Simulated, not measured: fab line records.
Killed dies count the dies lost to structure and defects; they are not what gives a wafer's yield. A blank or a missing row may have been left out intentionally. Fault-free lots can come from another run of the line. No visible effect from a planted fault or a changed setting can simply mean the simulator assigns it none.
Which tool is to blame? / flow sky130 / Sampling: 7 lots, 21 wafers, 4 of 708 route steps

WHAT THE GAUGES SHOWED, per wafer
SKY_NWELL_TW_MEAS_26.
lot=L196; measured=day 5 19:49; on=film_metro-02; NWELL_2_TW=498 495 500
lot=L199; measured=day 6 12:18; on=film_metro-04; NWELL_2_TW=493 496 497
lot=L203; measured=day 7 04:52; on=film_metro-04; NWELL_2_TW=494 494 492
lot=L207; measured=day 8 08:01; on=film_metro-01; NWELL_2_TW=487 484 489
lot=L213; measured=day 9 21:45; on=film_metro-01; NWELL_2_TW=485 486 484
lot=L215; measured=day 10 10:13; on=film_metro-01; NWELL_2_TW=488 488 487
lot=L218; measured=day 10 23:25; on=film_metro-02; NWELL_2_TW=500 496 499

WHAT TOOL EACH LOT RAN ON (gives the tool, then ch and the chambers of the sampled wafers, and finally the start)
lot=L196; SKY_FIELD_ISO_ETCH_14=rie_diel-02 ch 0,2, day 2 10:17; SKY_PWDE_COAT_02=litho_track-02 ch 0, day 3 23:43; SKY_PWDE_STRIP_09=plasma_asher-02 ch 0,1, day 4 08:07
lot=L199; SKY_FIELD_ISO_ETCH_14=rie_diel-04 ch 0,1,2, day 3 06:19; SKY_PWDE_COAT_02=litho_track-02 ch 0, day 4 14:07; SKY_PWDE_STRIP_09=plasma_asher-02 ch 0,1, day 4 23:21
lot=L203; SKY_FIELD_ISO_ETCH_14=rie_diel-04 ch 1,3, day 3 20:59; SKY_PWDE_COAT_02=litho_track-04 ch 0, day 5 04:36; SKY_PWDE_STRIP_09=plasma_asher-04 ch 0,1, day 5 13:46
lot=L207; SKY_FIELD_ISO_ETCH_14=rie_diel-03 ch 0,1, day 4 18:20; SKY_PWDE_COAT_02=litho_track-03 ch 0, day 6 05:27; SKY_PWDE_STRIP_09=plasma_asher-03 ch 0,1, day 6 15:23
lot=L213; SKY_FIELD_ISO_ETCH_14=rie_diel-04 ch 0,2,3, day 6 03:43; SKY_PWDE_COAT_02=litho_track-03 ch 0, day 7 15:16; SKY_PWDE_STRIP_09=plasma_asher-04 ch 0,1, day 8 02:08
lot=L215; SKY_FIELD_ISO_ETCH_14=rie_diel-02 ch 0,2, day 6 12:11; SKY_PWDE_COAT_02=litho_track-02 ch 0, day 8 03:01; SKY_PWDE_STRIP_09=plasma_asher-02 ch 0,1, day 8 13:36
lot=L218; SKY_FIELD_ISO_ETCH_14=rie_diel-03 ch 0,1,2, day 7 03:28; SKY_PWDE_COAT_02=litho_track-03 ch 0, day 8 15:57; SKY_PWDE_STRIP_09=plasma_asher-03 ch 0,1, day 9 03:00
- SKY_FIELD_ISO_ETCH_14: etches BARC in N2/H2, stops on SiO2, time 45.9 s, target depth 60 nm.
- SKY_PWDE_COAT_02: resist thk 3000 nm.
- SKY_PWDE_STRIP_09: strips in O2/N2.

THE ANSWER, worked out from the rows above alone
Rule: the usual values come from the lots themselves. Put in order of their means at a reading, lots are off if they are a third of the lots or fewer, leave a main group of 4 or more, and stand apart from it by a gap of 3 or more times the standard deviation of the main group's means; of several such gaps the widest counts. A main group is skipped when, at the precision printed for the reading in the tables above, its means are all equal. A lot without any number at a reading at which 4 lots or more have one is off too. The other lots that the step has rows for count as sound.
Across all readings shown, no lot is off: no conclusion can be drawn from this.

WHAT THE SIMULATOR HAD PUT IN
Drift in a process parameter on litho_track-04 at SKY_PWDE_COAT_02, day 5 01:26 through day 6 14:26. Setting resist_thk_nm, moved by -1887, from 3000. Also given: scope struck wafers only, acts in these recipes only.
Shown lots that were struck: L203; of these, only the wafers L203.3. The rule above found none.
